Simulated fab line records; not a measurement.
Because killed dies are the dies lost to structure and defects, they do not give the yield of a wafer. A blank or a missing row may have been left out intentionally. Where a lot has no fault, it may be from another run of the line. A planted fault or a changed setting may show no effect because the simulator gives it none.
A single fault, viewed from 2 desks | flow gf180mcu | what lay behind the numbers comes last; until then each desk has only its own

== AT THE METROLOGY DESK ==
Means of the sampled wafers that have a number, per lot and without regard to the tool the lot ran on: this is what the gauges read. Marked OUT: a lot whose mean sits more than 4 standard deviations from the usual mean, which makes it out of limits; the brackets give that distance.
Columns: A = cd_nm at GF_V1_CD_MEAS_14, usual 260.0 nm; B = V1_OVL at GF_V1_OVL_MEAS_15, usual -2 nm
lot  | first seen here | A     | B
L846 | day 20 02:47    | 260.0 | -5
L850 | day 21 19:17    | 258.2 | -3
L859 | day 24 16:17    | 259.9 | -1
L863 | day 25 17:49    | 261.8 | 4
L865 | day 26 05:47    | 261.1 | -8
Finding of this desk: none of the 5 lots has anything out of limits.

== TOOL OWNER'S DESK, pvd_sputter-01 ==
At GF_V1_SPUTTER_22 (material TiN, target thk 10 nm, time 40 s) the tool's own readings: per lot run on this tool, the mean of the sampled wafers that have a number. Marked OUT: a lot whose mean sits more than 4 standard deviations from the usual mean, which makes it out of limits; the brackets give that distance.
Columns: A = throttle_valve_pct at GF_V1_SPUTTER_22, usual 29.8 %
lot  | first seen here | A
L846 | day 20 03:40    | 29.5
L859 | day 24 17:16    | 29.1
Finding of this desk: none of the 2 lots has anything out of limits.

== BROUGHT TOGETHER ==
Nothing out of limits was seen by the metrology desk.
The desk of the tool owner found nothing out of limits.

== WHAT THE SIMULATOR HAD PUT IN ==
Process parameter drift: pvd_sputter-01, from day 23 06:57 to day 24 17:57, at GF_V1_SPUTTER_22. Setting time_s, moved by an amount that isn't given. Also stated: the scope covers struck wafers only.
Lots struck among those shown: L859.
